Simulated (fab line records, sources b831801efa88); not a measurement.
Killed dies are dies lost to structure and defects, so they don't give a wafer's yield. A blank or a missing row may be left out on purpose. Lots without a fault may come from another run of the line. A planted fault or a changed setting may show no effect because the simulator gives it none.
A struck lot beside a sound one | flow sfq_line | 17 steps out of a route of 325
Sound: wafers L906.4, L906.5, L906.6. Struck: wafer L919.1. (L919.2, L919.5 of the same lot were not struck and are left out.) The cause comes at the end.
At each step with rows: each side's tool, then ch and its chambers, then its first start. Under that, the readings that differ: sound wafers | struck wafers | difference of the means | sigmas: that difference in standard deviations of wafers without a fault.
alike: readings whose means differ by less than 2 such deviations, and words and numbers that are the same on both sides. not compared: withheld readings, readings that some wafer has no value for, bounds like >300 that may hide the same value, and numbers for which the record gives no deviation and whose values overlap.
The two part at a step that has a row with sigmas, a row that says differs or no value, or rows on one side only. Numbers that don't overlap but have no deviation are shown without sigmas and don't part them. A reading that every wafer of one side lacks parts them only if that side has two wafers or more.

SFQ_TRILAYER_I7_VIA_STRIP_STRIP_191: strips in O2.
  sound on rie_metal-04 ch 0,1, day 81 05:48; struck on rie_metal-03 ch 1, day 85 16:06
  reading                     | sound       | struck | difference                   | sigmas
  drypump_motor_current_A (A) | 5.7 5.6 5.7 | 4.8    | -0.9                         | -2
  rf_hours_counter_h (h)      | - - -       | 31     | no value on the sound wafers |
  alike: he_backside_leak_sccm, oes_product_au
then, 8 steps without rows for these wafers: SFQ_TRILAYER_I7_VIA_STRIP_SOLV_CLEAN_192 (cleans in NMP, time 600 s); SFQ_TRILAYER_M8_LITHO_LOR_COAT_197; SFQ_TRILAYER_M8_LITHO_LOR_BAKE_198; SFQ_TRILAYER_M8_LITHO_COAT_193 (resist thk 600 nm); SFQ_TRILAYER_M8_LITHO_SOFTBAKE_199; SFQ_TRILAYER_M8_LITHO_EXPOSE_194 (exposes mask M8, target cd 2000 nm); SFQ_TRILAYER_M8_LITHO_PEB_196 (peb time 60 s); SFQ_TRILAYER_M8_LITHO_DEVELOP_195 (img clear 15 s, time 55 s).
SFQ_M8_OVL_MEAS_948:
  sound on overlay-02, day 81 11:16; struck on overlay-01, day 86 00:18
  reading     | sound   | struck | difference | sigmas
  M8_OVL (nm) | 11 10 5 | -4     | -13        | -2
then, 2 steps without rows for these wafers: SFQ_TRILAYER_M8_DEP_EVAP_197 (material Ti, target thk 20 nm, time 100 s); SFQ_TRILAYER_M8_DEP_EVAP_198 (material Pt, target thk 50 nm, time 250 s).
SFQ_TRILAYER_M8_DEP_EVAP_196: material Au, target thk 180 nm, time 900 s.
  sound on pvd_sputter-01, day 81 11:30; struck on pvd_sputter-02, day 86 00:34
  reading                                          | sound             | struck | difference | sigmas
  model.Au_of_TRILAYER_M8_DEP_EVAP_196.thk_nm (nm) | 183.8 183.5 180.5 | 155.4  | -27.2      |
SFQ_M8_RS_MEAS_949: measures by four-point-probe.
  sound on film_metro-04, day 81 12:05; struck on film_metro-04, day 86 01:05
  reading           | sound                | struck | difference | sigmas
  M8_AU_RS (ohm/sq) | 0.1502 0.1505 0.1530 | 0.1778 | +0.0266    | +18
SFQ_M8_THK_MEAS_950: measures by xrf.
  sound on film_metro-04, day 81 12:10; struck on film_metro-04, day 86 01:12
  reading        | sound             | struck | difference | sigmas
  M8_AU_THK (nm) | 186.6 186.2 183.5 | 157.7  | -27.7      | -11
then, 1 step without rows for these wafers: SFQ_TRILAYER_M8_LIFTOFF_LIFTOFF_197 (chemistry NMP, time 600 s).
SFQ_M8_BOW_MEAS_951:
  sound on film_metro-02, day 81 12:26; struck on film_metro-04, day 86 01:26
  reading                 | sound                | struck | difference | sigmas
  model.etest.i7.link_ohm | 1.022 1.023 1.034    | 1.055  | +0.029     |
  model.etest.m8.ohm_sq   | 0.1505 0.1507 0.1533 | 0.178  | +0.026     |
  alike: M8_BOW

WHERE THEY PART
First at SFQ_TRILAYER_I7_VIA_STRIP_STRIP_191; last, within this record, at SFQ_M8_THK_MEAS_950. Later steps at which nothing parts them and some readings are alike: SFQ_M8_BOW_MEAS_951.

WHY: what the simulator had put in
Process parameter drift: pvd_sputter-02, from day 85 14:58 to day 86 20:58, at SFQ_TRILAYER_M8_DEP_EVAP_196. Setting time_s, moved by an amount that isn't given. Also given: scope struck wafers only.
